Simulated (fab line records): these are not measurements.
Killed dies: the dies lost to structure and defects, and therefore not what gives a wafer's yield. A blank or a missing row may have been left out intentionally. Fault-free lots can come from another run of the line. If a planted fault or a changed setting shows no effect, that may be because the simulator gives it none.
Chamber matching || flow sky130 || SKY_METAL3_ETCH_17 on rieDiel-02 has 4 sister chambers
The step etches SiO2 in C4F8/O2/Ar, stops on TiN, time 3.9 s, target depth 15 nm. 4 wafers are shown with their chamber, then 7 later ones without.

## WAFERS, EACH WITH ITS CHAMBER
{"wafer": "L341.5", "chamber": 1, "oesProductAu (a.u.)": 0.757}
{"wafer": "L342.5", "chamber": 2, "oesProductAu (a.u.)": 0.765}
{"wafer": "L353.2", "chamber": 0, "oesProductAu (a.u.)": 0.763}
{"wafer": "L353.4", "chamber": 3, "oesProductAu (a.u.)": 0.771}

## WAFERS MISSING THEIR CHAMBER
{"wafer": "L353.5", "oesProductAu (a.u.)": 0.775}
{"wafer": "L354.3", "oesProductAu (a.u.)": 0.743}
{"wafer": "L354.4", "oesProductAu (a.u.)": 0.751}
{"wafer": "L354.5", "oesProductAu (a.u.)": 0.740}
{"wafer": "L356.2", "oesProductAu (a.u.)": 0.744}
{"wafer": "L356.3", "oesProductAu (a.u.)": 0.751}
{"wafer": "L356.4", "oesProductAu (a.u.)": 0.757}

## THE CHAMBER EACH PASSED THROUGH
{"wafer": "L353.5", "from the rows above": "can't be placed: 3 or 2 or 0 or 1", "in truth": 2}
{"wafer": "L354.3", "from the rows above": "can't be placed: 1 or 0 or 2 or 3", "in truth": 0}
{"wafer": "L354.4", "from the rows above": "can't be placed: 1 or 0 or 2 or 3", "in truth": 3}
{"wafer": "L354.5", "from the rows above": "can't be placed: 1 or 0 or 2 or 3", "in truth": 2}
{"wafer": "L356.2", "from the rows above": "can't be placed: 1 or 0 or 2 or 3", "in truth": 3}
{"wafer": "L356.3", "from the rows above": "can't be placed: 1 or 0 or 2 or 3", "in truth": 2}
{"wafer": "L356.4", "from the rows above": "can't be placed: 1 or 0 or 2 or 3", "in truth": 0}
Correct placement for 0 of the 7. From these rows, 7 cannot be placed; in 7 the true chamber is one of the candidates. Wrongly placed: 0.
How it was worked out, from the rows above alone: a wafer's distance from a chamber is the root of the sum, over the readings, of the square of ((its reading less the chamber's mean) divided by the reading's scatter). The wafer belongs to the nearest chamber; if the next one is less than 2 further off, it can't be placed. The mean given for a chamber averages the wafers shown for that chamber. The scatter: with one shown wafer a chamber, the root of the mean of the squares of how far each hidden wafer lies from its nearest shown one.
